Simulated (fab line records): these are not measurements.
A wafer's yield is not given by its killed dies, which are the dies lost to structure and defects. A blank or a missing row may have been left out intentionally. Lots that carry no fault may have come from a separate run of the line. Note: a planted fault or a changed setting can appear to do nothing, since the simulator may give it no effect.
fab line records | flow sky130
record: lots: 12 | wafers: 36 | last-day: 50
route steps=708 shown LDD_HVN@276 LDD_LDN@296 POLY_CUT@316 SD_P@324 PAD_OPEN@708
lots untouched by any fault: they come from a run of this same line in which no faults occurred
start-h: start of the lot's first displayed wafer, in hours after the record's first day | wait-h: hours elapsed since this lot's preceding step | " identical to the entry in the row above | L1.1+2: one row covering several wafers at once | - value missing, or start not given | * or withheld: withheld | < > ~ a bound
route shown NAME@n: names a module that has steps shown in the file, with the first one's number in the route | usual: mean and standard deviation over wafers with no fault | same: alike in all rows | chamber/n: place in a boat | sites: readings site by site | _std_site: their standard deviation | _edge_site: mean of outer sites minus mean of inner sites | radius-mm: how far each site lies from the wafer's centre | mask NAME#n: copy n | behind: the most recent tool/chamber to have shaped the wafer | hold: cause of the lot's hold/its duration in hours/its outcome | device: the n, p or np transistor that did not switch | end of line: the same wafers' tests at the end of the route | a step with no rows: only its recipe | killed: not the wafer's yield, but the dies lost to structure and defects at the first sort | map: dies across one wafer; x = killed, . = not, _ = none there
set.NAME: the setting the step ran with; set.NAME@STEP: the setting that earlier step ran with | model.NAME: the simulator's own value behind a step, which no gauge read
route steps across a sampled set of lots; one table per step, one row per wafer
services: the hour from which a tool's chamber was out of use, counted from the record's first day as start-h (under 0 if before that day), plus the number of hours and why
== steps ==
step: SKY_LDD_HVN_STRIP_09
recipe: chemistry: O2/N2 | power-w: 1400 | pressure-mtorr: 1500 | platen-temp-c: withheld | o2-flow-sccm: 3000 | n2-flow-sccm: 300 | overash-fraction: 0.5
usual: drypump-motor-current-A: 5.7/0.65 | oes-product-au: 0.408/0.005 | strip-time-to-endpoint-s: 4.135/0.016
same: overash-fraction: 0.5
lot.wafer | tool            | chamber | start-h | wait-h | drypump-motor-current-A | oes-product-au | rf-hours-counter-h | strip-time-to-endpoint-s
L698.1    | plasma-asher-04 | 1       | 470.46  | 0.1    | 5.8                     | 0.413          | 33                 | 4.125
L698.3    | "               | 1       | "       | "      | 5.8                     | 0.406          | -                  | 4.161
L698.5    | "               | 1       | "       | "      | 5.8                     | 0.400          | -                  | 4.169
L697.3    | plasma-asher-01 | 0       | 471.26  | 0.1    | 5.2                     | 0.405          | -                  | 4.118
L697.4    | "               | 1       | "       | "      | 4.8                     | 0.404          | -                  | 4.132
L697.6    | "               | 1       | "       | "      | 4.8                     | 0.405          | -                  | 4.143
L701.1    | plasma-asher-04 | 0       | 508.81  | 0.1    | 6.6                     | 0.406          | 37                 | 4.124
L701.3    | "               | 1       | "       | "      | 5.8                     | 0.406          | -                  | 4.102
L701.6    | "               | 1       | "       | "      | 5.8                     | 0.403          | -                  | 4.125
L704.1    | plasma-asher-02 | 0       | 522.47  | 0.1    | 5.0                     | 0.414          | 9                  | 4.156
L704.2    | "               | 1       | "       | "      | 6.1                     | 0.417          | 9                  | 4.158
L704.3    | "               | 0       | "       | "      | 5.0                     | 0.419          | -                  | 4.142
L702.1    | plasma-asher-01 | 0       | 523.37  | 0.1    | 5.2                     | 0.414          | 69                 | 4.128
L702.2    | "               | 1       | "       | "      | 4.8                     | 0.410          | 69                 | 4.122
L702.5    | "               | 0       | "       | "      | 5.2                     | 0.404          | -                  | 4.128
L705.1    | plasma-asher-02 | 1       | 537.46  | 0.1    | 6.1                     | 0.412          | 11                 | 4.148
L705.2    | "               | 0       | "       | "      | 5.0                     | 0.395          | 11                 | 4.149
L705.4    | "               | 0       | "       | "      | 5.0                     | 0.410          | -                  | 4.161
L707.2    | plasma-asher-02 | 0       | 552.16  | 0.1    | 4.9                     | 0.414          | 12                 | 4.135
L707.5    | "               | 1       | "       | "      | 6.1                     | 0.407          | -                  | 4.127
L707.6    | "               | 0       | "       | "      | 5.0                     | 0.418          | -                  | 4.136
L712.1    | plasma-asher-02 | 0       | 591.81  | 0.1    | 5.0                     | 0.401          | 16                 | 4.151
L712.2    | "               | 1       | "       | "      | 6.1                     | 0.408          | 16                 | 4.166
L712.4    | "               | 0       | "       | "      | 5.0                     | 0.411          | -                  | 4.163
L715.1    | plasma-asher-01 | 1       | 619.97  | 0.1    | 4.9                     | 0.409          | 78                 | 4.129
L715.2    | "               | 0       | "       | "      | 5.2                     | 0.408          | 78                 | 4.132
L715.5    | "               | 1       | "       | "      | 4.8                     | 0.411          | -                  | 4.124
L714.1    | plasma-asher-04 | 0       | 621.97  | 0.1    | 6.6                     | 0.398          | 47                 | 4.116
L714.4    | "               | 0       | "       | "      | 6.7                     | 0.412          | -                  | 4.113
L714.6    | "               | 1       | "       | "      | 5.8                     | 0.401          | -                  | 4.115
L718.1    | plasma-asher-04 | 1       | 647.17  | 0.1    | 5.8                     | 0.408          | 50                 | 4.130
L718.3    | "               | 1       | "       | "      | 5.9                     | 0.407          | -                  | 4.123
L718.4    | "               | 0       | "       | "      | 6.6                     | 0.406          | -                  | 4.144
L720.2    | plasma-asher-04 | 0       | 653.02  | 0.1    | 6.6                     | 0.402          | 50                 | 4.139
L720.3    | "               | 1       | "       | "      | 5.8                     | 0.405          | -                  | 4.136
L720.5    | "               | 1       | "       | "      | 5.8                     | 0.418          | -                  | 4.146
step: SKY_LDD_LDN_OVL_MEAS_07
usual: LDD_LDN_OVL: -1.0/1.4
lot.wafer | tool       | chamber | start-h | wait-h | LDD_LDN_OVL[nm]
L698.1    | overlay-02 | -       | 531.59  | 0.1    | -2.1
L698.3    | "          | -       | "       | "      | 0.1
L698.5    | "          | -       | "       | "      | 0.8
L697.3    | overlay-02 | -       | 531.90  | 0.1    | -0.3
L697.4    | "          | -       | "       | "      | 0.3
L697.6    | "          | -       | "       | "      | -0.8
L701.1    | overlay-02 | -       | 568.62  | 0.1    | 1.2
L701.3    | "          | -       | "       | "      | 0.9
L701.6    | "          | -       | "       | "      | -0.1
L704.1    | overlay-01 | -       | 582.27  | 0.1    | -1.7
L704.2    | "          | -       | "       | "      | -1.0
L704.3    | "          | -       | "       | "      | 0.3
L702.1    | overlay-02 | -       | 583.06  | 0.1    | -0.8
L702.2    | "          | -       | "       | "      | 1.1
L702.5    | "          | -       | "       | "      | 0.1
L705.1    | overlay-01 | -       | 595.97  | 0.1    | 2.9
L705.2    | "          | -       | "       | "      | 1.6
L705.4    | "          | -       | "       | "      | 0.8
L707.2    | overlay-01 | -       | 611.23  | 0.1    | -3.1
L707.5    | "          | -       | "       | "      | -0.6
L707.6    | "          | -       | "       | "      | -1.2
L712.1    | overlay-02 | -       | 648.99  | 0.1    | 1.4
L712.2    | "          | -       | "       | "      | -0.9
L712.4    | "          | -       | "       | "      | 0.4
L715.1    | overlay-01 | -       | 677.82  | 0.1    | -1.3
L715.2    | "          | -       | "       | "      | -1.4
L715.5    | "          | -       | "       | "      | -0.4
L714.1    | overlay-01 | -       | 679.67  | 0.1    | -1.8
L714.4    | "          | -       | "       | "      | -1.3
L714.6    | "          | -       | "       | "      | -3.1
L718.1    | overlay-01 | -       | 703.82  | 0.1    | -1.5
L718.3    | "          | -       | "       | "      | -1.8
L718.4    | "          | -       | "       | "      | -2.0
L720.2    | overlay-01 | -       | 708.93  | 0.1    | -0.9
L720.3    | "          | -       | "       | "      | -0.9
L720.5    | "          | -       | "       | "      | -2.0
step: SKY_POLY_CUT_OVL_MEAS_09
usual: POLY_CUT_OVL: 0/4.8
lot.wafer | tool       | chamber | start-h | wait-h | POLY_CUT_OVL[nm]
L697.3    | overlay-01 | -       | 564.21  | 0.1    | -1
L697.4    | "          | -       | "       | "      | 3
L697.6    | "          | -       | "       | "      | 6
L698.1    | overlay-02 | -       | 564.54  | 0.1    | -4
L698.3    | "          | -       | "       | "      | -3
L698.5    | "          | -       | "       | "      | -4
L701.1    | overlay-02 | -       | 601.83  | 0.1    | 7
L701.3    | "          | -       | "       | "      | 4
L701.6    | "          | -       | "       | "      | -4
L702.1    | overlay-01 | -       | 615.89  | 0.1    | 0
L702.2    | "          | -       | "       | "      | -7
L702.5    | "          | -       | "       | "      | 3
L704.1    | overlay-02 | -       | 615.98  | 0.1    | -2
L704.2    | "          | -       | "       | "      | 2
L704.3    | "          | -       | "       | "      | -1
L705.1    | overlay-02 | -       | 626.78  | 0.1    | -1
L705.2    | "          | -       | "       | "      | 2
L705.4    | "          | -       | "       | "      | 2
L707.2    | overlay-02 | -       | 643.20  | 0.1    | -2
L707.5    | "          | -       | "       | "      | 7
L707.6    | "          | -       | "       | "      | -1
L712.1    | overlay-01 | -       | 681.58  | 0.1    | 0
L712.2    | "          | -       | "       | "      | -8
L712.4    | "          | -       | "       | "      | -12
L715.1    | overlay-02 | -       | 709.13  | 0.1    | -2
L715.2    | "          | -       | "       | "      | 3
L715.5    | "          | -       | "       | "      | -3
L714.1    | overlay-01 | -       | 710.08  | 0.1    | -2
L714.4    | "          | -       | "       | "      | -4
L714.6    | "          | -       | "       | "      | -4
L718.1    | overlay-02 | -       | 733.59  | 0.1    | -2
L718.3    | "          | -       | "       | "      | -4
L718.4    | "          | -       | "       | "      | -10
L720.2    | overlay-01 | -       | 739.30  | 0.1    | -3
L720.3    | "          | -       | "       | "      | -3
L720.5    | "          | -       | "       | "      | -2
step: SKY_SD_P_EXPOSE_04
recipe: mask-id: PSDM | na: 0.6 | source-shape: conventional | sigma-outer: 0.6 | polarization: unpolarized | target-cd-nm: 380 | dose-mj: 138
usual: exposure-dose-mJ-cm2: 137.90/0.13
same: na: 0.6
lot.wafer | tool             | chamber | start-h | wait-h | mask      | exposure-dose-mJ-cm2
L697.3    | iline-stepper-02 | 0       | 578.98  | -      | PSDM#0    | 137.85
L697.4    | "                | 0       | "       | "      | PSDM#0    | 137.89
L697.6    | "                | 0       | "       | "      | PSDM#0    | 138.00
L698.1    | iline-stepper-01 | 0       | 579.90  | -      | PSDM#0    | 137.95
L698.3    | "                | 0       | "       | "      | PSDM#0    | 137.86
L698.5    | "                | 0       | "       | "      | PSDM#0    | 137.84
L701.1    | iline-stepper-01 | 0       | 616.79  | -      | PSDM#0    | 137.85
L701.3    | "                | 0       | "       | "      | PSDM#0    | 137.85
L701.6    | "                | 0       | "       | "      | PSDM#0    | 138.01
L702.1    | iline-stepper-01 | 0       | 629.66  | -      | PSDM#0    | 137.96
L702.2    | "                | 0       | "       | "      | PSDM#0    | 137.65
L702.5    | "                | 0       | "       | "      | PSDM#0    | 137.70
L704.1    | iline-stepper-02 | 0       | 629.90  | -      | PSDM#0    | 138.09
L704.2    | "                | 0       | "       | "      | PSDM#0    | 137.96
L704.3    | "                | 0       | "       | "      | PSDM#0    | 137.91
L705.1    | iline-stepper-01 | 0       | 641.46  | -      | PSDM_R1#0 | 137.97
L705.2    | "                | 0       | "       | "      | PSDM_R1#0 | 137.78
L705.4    | "                | 0       | "       | "      | PSDM_R1#0 | 137.85
L707.2    | iline-stepper-01 | 0       | 657.18  | -      | PSDM#0    | 138.03
L707.5    | "                | 0       | "       | "      | PSDM#0    | 137.95
L707.6    | "                | 0       | "       | "      | PSDM#0    | 137.89
L712.1    | iline-stepper-02 | 0       | 694.99  | -      | PSDM#0    | 137.69
L712.2    | "                | 0       | "       | "      | PSDM#0    | 137.61
L712.4    | "                | 0       | "       | "      | PSDM#0    | 137.76
L715.1    | iline-stepper-02 | 0       | 722.81  | -      | PSDM#0    | 137.95
L715.2    | "                | 0       | "       | "      | PSDM#0    | 137.78
L715.5    | "                | 0       | "       | "      | PSDM#0    | 137.94
L714.1    | iline-stepper-01 | 0       | 723.51  | -      | PSDM#0    | 138.03
L714.4    | "                | 0       | "       | "      | PSDM#0    | 137.99
L714.6    | "                | 0       | "       | "      | PSDM#0    | 137.98
L718.1    | iline-stepper-02 | 0       | 747.49  | -      | PSDM#0    | 137.88
L718.3    | "                | 0       | "       | "      | PSDM#0    | 137.88
L718.4    | "                | 0       | "       | "      | PSDM#0    | 138.02
L720.2    | iline-stepper-02 | 0       | 752.65  | -      | PSDM#0    | 137.79
L720.3    | "                | 0       | "       | "      | PSDM#0    | 137.81
L720.5    | "                | 0       | "       | "      | PSDM#0    | 137.85
step: SKY_SD_P_CD_MEAS_07
recipe: target-cd-nm: 380
usual: cd-nm: 379.4/2.3
lot.wafer | tool      | chamber | start-h | wait-h | cd-nm
L697.3    | cd-sem-02 | -       | 593.82  | 0.1    | 383.0
L697.4    | "         | -       | "       | "      | 383.4
L697.6    | "         | -       | "       | "      | 383.3
L698.1    | cd-sem-01 | -       | 594.08  | 0.1    | 382.6
L698.3    | "         | -       | "       | "      | 383.4
L698.5    | "         | -       | "       | "      | 382.6
L701.1    | cd-sem-02 | -       | 630.64  | 0.1    | 380.9
L701.3    | "         | -       | "       | "      | 381.6
L701.6    | "         | -       | "       | "      | 382.5
L702.1    | cd-sem-01 | -       | 644.64  | 0.1    | 378.6
L702.2    | "         | -       | "       | "      | 380.9
L702.5    | "         | -       | "       | "      | 378.5
L704.1    | cd-sem-02 | -       | 644.77  | 0.1    | 379.5
L704.2    | "         | -       | "       | "      | 382.0
L704.3    | "         | -       | "       | "      | 381.6
L705.1    | cd-sem-02 | -       | 655.12  | 0.1    | 302.9
L705.2    | "         | -       | "       | "      | 303.5
L705.4    | "         | -       | "       | "      | 303.3
L707.2    | cd-sem-02 | -       | 671.71  | 0.1    | 379.5
L707.5    | "         | -       | "       | "      | 380.7
L707.6    | "         | -       | "       | "      | 380.9
L712.1    | cd-sem-02 | -       | 709.14  | 0.1    | 382.1
L712.2    | "         | -       | "       | "      | 378.0
L712.4    | "         | -       | "       | "      | 379.7
L715.1    | cd-sem-01 | -       | 736.42  | 0.1    | 379.9
L715.2    | "         | -       | "       | "      | 377.6
L715.5    | "         | -       | "       | "      | 378.1
L714.1    | cd-sem-02 | -       | 737.39  | 0.1    | 373.7
L714.4    | "         | -       | "       | "      | 376.6
L714.6    | "         | -       | "       | "      | 378.2
L718.1    | cd-sem-02 | -       | 760.74  | 0.1    | 378.2
L718.3    | "         | -       | "       | "      | 379.3
L718.4    | "         | -       | "       | "      | 376.9
L720.2    | cd-sem-01 | -       | 766.19  | 0.1    | 380.4
L720.3    | "         | -       | "       | "      | 378.9
L720.5    | "         | -       | "       | "      | 380.4
step: SKY_PAD_OPEN_PROBE_99
usual: killed_at_M0_to_M3: 42/5.8 | killed_at_M4_up: 3.0/2 | killed-at-contacts: 24/5.5 | killed-at-front-end: 15/3.9 | killed-at-other: 0.3/0.54 | killed-dies: 85/8.8 | killed-on-rim: 16/3.7 | killed-open: 47/6.8 | killed-short: 38/5.9
same: gross-dies: 492 | killed-at-back-side: 0
lot.wafer | tool      | chamber | start-h | wait-h | killed_at_M0_to_M3 | killed_at_M4_up | killed-at-contacts | killed-at-front-end | killed-at-other | killed-dies | killed-on-rim | killed-open | killed-short
L704.1    | prober-02 | -       | 1125.42 | 0.1    | 44                 | 7               | 28                 | 14                  | 1               | 94          | 15            | 57          | 36
L704.2    | prober-02 | -       | 1125.47 | 0.1    | 40                 | 0               | 14                 | 20                  | 1               | 75          | 16            | 43          | 32
L704.3    | prober-02 | -       | 1125.52 | 0.2    | 44                 | 1               | 34                 | 15                  | 1               | 95          | 16            | 53          | 41
L712.1    | prober-02 | -       | 1164.97 | 0.1    | 40                 | 7               | 24                 | 11                  | 0               | 82          | 16            | 49          | 33
L712.2    | prober-02 | -       | 1165.02 | 0.1    | 50                 | 2               | 24                 | 18                  | 1               | 95          | 23            | 55          | 40
L712.4    | prober-02 | -       | 1165.12 | 0.2    | 39                 | 2               | 30                 | 13                  | 1               | 85          | 18            | 53          | 32
killed by level:class
L704.1 LI_CONTACT:geometric-particle:open=14 VIA1:geometric-particle:open=10 CONTACT:geometric-particle:open=7 VIA2:geometric-particle:open=7 METAL2:geometric-particle:short=5 VIA2:geometric-particle:short=5 VIA3:geometric-particle:open=5 METAL4:geometric-particle:short=4
L704.2 VIA3:geometric-particle:open=9 VIA1:geometric-particle:open=7 FIELD_ISO:geometric-particle:short=6 POLY_GATE:geometric-particle:open=5 VIA3:geometric-particle:short=5 FIELD_ISO:geometric-particle:open=4 LI_CONTACT:geometric-particle:open=4 CONTACT:geometric-particle:open=4
L704.3 LI_CONTACT:geometric-particle:open=12 VIA1:geometric-particle:open=11 CONTACT:geometric-particle:open=10 VIA2:geometric-particle:open=7 VIA1:geometric-particle:short=6 METAL1:geometric-particle:short=5 LI_CONTACT:geometric-particle:short=5 CONTACT:geometric-particle:short=4
L712.1 VIA1:geometric-particle:open=12 LI_CONTACT:geometric-particle:open=8 METAL4:geometric-particle:short=6 CONTACT:geometric-particle:open=6 METAL1:geometric-particle:short=6 METAL2:geometric-particle:short=6 LOCAL_INTERCONNECT:geometric-particle:short=4 VIA2:geometric-particle:open=4
L712.2 VIA1:geometric-particle:open=13 VIA2:geometric-particle:open=10 CONTACT:geometric-particle:open=8 FIELD_ISO:geometric-particle:open=6 VIA3:geometric-particle:open=6 LI_CONTACT:geometric-particle:open=6 LOCAL_INTERCONNECT:geometric-particle:short=6 METAL2:geometric-particle:short=6
L712.4 LI_CONTACT:geometric-particle:open=12 VIA1:geometric-particle:open=10 CONTACT:geometric-particle:open=10 FIELD_ISO:geometric-particle:short=6 LOCAL_INTERCONNECT:geometric-particle:short=6 VIA2:geometric-particle:open=6 VIA3:geometric-particle:open=6 VIA2:geometric-particle:short=4
== services ==
tool             | chamber | start-h | hours | kind
plasma-asher-02  | -       | 460.10  | 0.5   | repair
plasma-asher-02  | -       | 460.46  | 0.8   | repair
iline-stepper-01 | -       | 471.59  | 16.7  | repair
plasma-asher-01  | -       | 480.32  | 1.8   | repair
iline-stepper-02 | -       | 488.84  | 4.4   | pm
iline-stepper-01 | -       | 498.83  | 2.3   | repair
iline-stepper-02 | -       | 499.43  | 2.6   | repair
iline-stepper-02 | -       | 521.34  | 4.3   | repair
iline-stepper-02 | 0       | 524.17  | -     | calibration
plasma-asher-04  | -       | 529.17  | 3.9   | repair
iline-stepper-02 | -       | 544.51  | 9.9   | repair
iline-stepper-02 | -       | 580.47  | 1.7   | pm
iline-stepper-02 | -       | 589.57  | 14.3  | repair
plasma-asher-01  | -       | 594.66  | 3.3   | repair
iline-stepper-01 | 0       | 598.04  | -     | calibration
iline-stepper-01 | -       | 604.02  | 1.7   | pm
plasma-asher-01  | -       | 652.99  | 6.3   | repair
plasma-asher-02  | -       | 711.60  | 2.8   | pm
plasma-asher-04  | -       | 718.68  | 1.3   | repair
iline-stepper-02 | 0       | 732.56  | -     | calibration
plasma-asher-02  | -       | 738.30  | 37.4  | repair
iline-stepper-01 | -       | 749.98  | 28.9  | pm
== key ==
first-sign: step: SKY_SD_P_EXPOSE_04 | reading: mask | direction: changed
effect: step: SKY_SD_P_CD_MEAS_07 | reading: cd-nm | direction: down | sigmas: 34 | usual: 379.4 | struck: 303.2
met-at SKY_SD_P_EXPOSE_04
struck-lots L705
tester-left-out L705
not-acting-at SKY_LDD_HVN_STRIP_09,SKY_LDD_LDN_OVL_MEAS_07,SKY_POLY_CUT_OVL_MEAS_09
onset-between 629.66 641.46
fault: kind: wrong-mask | tool: any | chamber: - | onset-h: 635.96 | steps: SKY_SD_P_EXPOSE_04 | aux-copy: PSDM_R1#0 | cd-offset-nm: -76 | scope: struck-lots-only
tester-left-out: of these lots the tester's yield and bins aren't shown, on N5 and GAA mostly nor the transistor test; their killed dies are dies lost to structure and defects alone, not to doping, threshold or leakage, so they don't give the yield
